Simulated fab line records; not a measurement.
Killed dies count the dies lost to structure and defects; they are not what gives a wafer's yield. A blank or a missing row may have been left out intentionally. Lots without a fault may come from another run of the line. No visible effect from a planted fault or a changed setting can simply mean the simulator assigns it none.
What tool caused it? -- flow gf180mcu -- Sampling: 7 lots, 21 wafers, 2 of 602 route steps

WHAT THE GAUGES SHOWED, per wafer
GF_HV_LDD_TW_MEAS_50.
lot,measured,on,HV_LDD_4_TW
L459,day 13 00:45,film metro-04,577 576 578
L461,day 13 14:23,film metro-03,577 580 578
L464,day 14 17:14,film metro-02,567 571 570
L467,day 16 05:22,film metro-04,571 573 578
L470,day 16 18:00,film metro-02,539 542 537
L476,day 18 23:34,film metro-03,578 576 578
L480,day 20 02:00,film metro-03,577 572 575

WHICH TOOL RAN EACH LOT (tool, then ch and the chambers of the sampled wafers, then the start)
lot,GF_HV_LDD_IMPLANT_48
L459,"implanter-04 ch 0, day 13 00:30"
L461,"implanter-04 ch 0, day 13 14:09"
L464,"implanter-01 ch 0, day 14 17:01"
L467,"implanter-04 ch 0, day 16 05:08"
L470,"implanter-04 ch 0, day 16 17:45"
L476,"implanter-02 ch 0, day 18 23:19"
L480,"implanter-01 ch 0, day 20 01:45"
- GF_HV_LDD_IMPLANT_48

THE ANSWER, worked out from the rows above alone
Rule: the lots themselves supply what counts as usual. The widest of any qualifying gaps counts: lots, ordered by their means at a reading, are off when they make up no more than a third of the lots, leave a main group of 4 or more, and stand apart from it by 3 or more times the standard deviation of that group's means. Not used: any main group whose means are identical at the precision the tables above print for the reading. A lot without any number at a reading at which 4 lots or more have one is off too. Any other lot the step has rows for is counted as sound.
Off: L470, seen at GF_HV_LDD_TW_MEAS_50 (HV_LDD_4_TW). Main group: mean 575, sd 3.
If a tool, at a process step before that reading, ran all the lots that are off and no sound lot after the first of them, it fits. The gauges at GF_HV_LDD_TW_MEAS_50 are tried like those tools. 2 tools fit, implanter-04 at GF_HV_LDD_IMPLANT_48 and film metro-02 at GF_HV_LDD_TW_MEAS_50, so this cannot tell which one it is.

WHAT THE SIMULATOR PUT IN
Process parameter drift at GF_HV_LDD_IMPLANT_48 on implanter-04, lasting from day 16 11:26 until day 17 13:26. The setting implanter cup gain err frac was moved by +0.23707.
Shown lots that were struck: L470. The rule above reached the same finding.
